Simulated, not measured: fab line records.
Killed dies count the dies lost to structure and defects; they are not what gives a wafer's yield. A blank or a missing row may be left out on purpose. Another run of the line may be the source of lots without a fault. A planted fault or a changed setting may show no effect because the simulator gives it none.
A lot that was struck, set against a sound lot -- flow sfq-line -- 18 out of 325 route steps
Sound: the wafers L279.2, L279.3, L279.4. Wafers L277.1, L277.5, L277.6 were the ones struck. At the end, the cause is stated.
Per side, at each step with rows, come the tool, then ch with its chambers, and then its first start. Under that, the readings that differ: sound wafers -- struck wafers -- difference of the means -- sigmas: that difference in standard deviations of wafers without a fault.
alike: a reading whose means differ by less than 2 such deviations, as well as words and numbers matching on both sides. not compared: withheld readings; readings where some wafer has no value; bounds like >300 that might hide an equal value; numbers whose values overlap and for which the record gives no deviation.
Wherever a step has rows on one side only, a row that says differs or no value, or a row with sigmas, the two part there. When numbers do not overlap yet have no deviation, they are printed without sigmas and do not part them. A reading missing from all wafers of one side parts the sides only when that side holds two or more wafers.

SFQ_TRILAYER_M0_BARC_OPEN_METAL_ETCH_031: etches BARC in O2, target depth 125 nm, time 41.7 s.
  sound on rie-metal-02 ch 0,1, day 11 18:45; struck on rie-metal-03 ch 0,1, day 10 20:07
  alike: drypump-motor-current-A, oes-product-au
  not compared: rf-hours-counter-h
SFQ_TRILAYER_M0_ETCH_METAL_ETCH_024: etches Nb in Cl2/Ar, stops on SiO2, target depth 240 nm, time 120 s.
  sound on rie-metal-02 ch 0,1, day 11 18:49; struck on rie-metal-03 ch 0,1, day 10 20:11
  alike: drypump-motor-current-A, oes-product-au
  not compared: rf-hours-counter-h
SFQ_TRILAYER_M0_STRIP_STRIP_025: strips in O2.
  sound on rie-metal-02 ch 0,1, day 11 18:56; struck on rie-metal-03 ch 0,1, day 10 20:19
  alike: drypump-motor-current-A, oes-product-au
  not compared: rf-hours-counter-h
then, 1 step without rows for these wafers: SFQ_TRILAYER_M0_STRIP_SOLV_CLEAN_026 (cleans in NMP, time 600 s).
SFQ_TRILAYER_I0_DEP_PECVD_027: deposits SiO2 from SiH4/N2O, time 111.11 s, target thk 500 nm.
  sound on pecvd-02 ch 0,1,2, day 11 19:43; struck on pecvd-03 ch 1,2, day 10 21:05
reading,sound,struck,difference,sigmas
throttle-valve-pct (%),23.4 23.1 23.7,25.9 25.9 25.6,+2.4,+2
  alike: heater-power-w, showerhead-vpp-V
  not compared: since-wet-clean-h
SFQ_TRILAYER_I0_CMP_CMP_028: polishes SiO2.
  sound on cmp-02 ch 0,1,3, day 11 19:47; struck on cmp-02 ch 0,1,2, day 11 01:43
  alike: motor-current-A, time-to-endpoint-s
SFQ_I0_BOW_MEAS_907:
  sound on film-metro-04 at day 11 22:49; struck on film-metro-02 at day 11 03:43
  alike: I0_BOW
then, 5 steps without rows for these wafers: SFQ_TRILAYER_I0_METRO_MEASURE_029; SFQ_TRILAYER_I0_VIA_LITHO_COAT_036 (resist thk 62 nm); SFQ_TRILAYER_I0_VIA_LITHO_COAT_031 (resist thk 650 nm); SFQ_TRILAYER_I0_VIA_LITHO_SOFTBAKE_035; SFQ_TRILAYER_I0_VIA_LITHO_EXPOSE_032 (exposes mask I0, target cd 500 nm).
SFQ_TRILAYER_I0_VIA_LITHO_PEB_034: peb time 60 s.
  sound on litho-track-01 ch 0, day 14 01:57; struck on litho-track-02 ch 0, day 13 01:37
reading,sound,struck,difference,sigmas
heater-power-total-W (W),79.17 79.23 79.13,87.55 87.39 87.61,+8.34,+99 or more
then, 1 step without rows for these wafers: SFQ_TRILAYER_I0_VIA_LITHO_DEVELOP_033 (time 60 s).
SFQ_I0_OVL_MEAS_908:
  sound on overlay-02 at day 14 02:14; struck on overlay-01 at day 13 01:55
  alike: I0_OVL
SFQ_TRILAYER_I0_VIA_BARC_OPEN_VIA_ETCH_046: etches BARC in O2, target depth 125 nm, time 41.7 s.
  sound on rie-diel-01 ch 0,2,3, day 14 02:16; struck on rie-diel-01 ch 1,2,3, day 13 01:57
reading,sound,struck,difference,sigmas
model.I0.cd-nm (nm),500.9 500.6 500.3,451.3 451.9 451.2,-49.1,
  alike: drypump-motor-current-A, oes-product-au
  not compared: rf-hours-counter-h
SFQ_TRILAYER_I0_VIA_ETCH_VIA_ETCH_034: etches SiO2 in CHF3, stops on Nb, target depth 260 nm.
  sound on rie-diel-01 ch 0,2,3, day 14 02:18; struck on rie-diel-01 ch 1,2,3, day 13 01:59
reading,sound,struck,difference,sigmas
model.I0.cd-nm (nm),500.8 499 501.3,450.9 448.6 450.1,-50.5,
  alike: drypump-motor-current-A, oes-product-au
then, 1 step without rows for these wafers: SFQ_TRILAYER_I0_VIA_STRIP_STRIP_035 (strips in O2).

WHERE THEY PART
Earliest at SFQ_TRILAYER_I0_DEP_PECVD_027; latest, in this record, at SFQ_TRILAYER_I0_VIA_LITHO_PEB_034. Later steps at which nothing parts them and some readings are alike: SFQ_I0_OVL_MEAS_908, SFQ_TRILAYER_I0_VIA_BARC_OPEN_VIA_ETCH_046, SFQ_TRILAYER_I0_VIA_ETCH_VIA_ETCH_034.

WHY: the cause the simulator had injected
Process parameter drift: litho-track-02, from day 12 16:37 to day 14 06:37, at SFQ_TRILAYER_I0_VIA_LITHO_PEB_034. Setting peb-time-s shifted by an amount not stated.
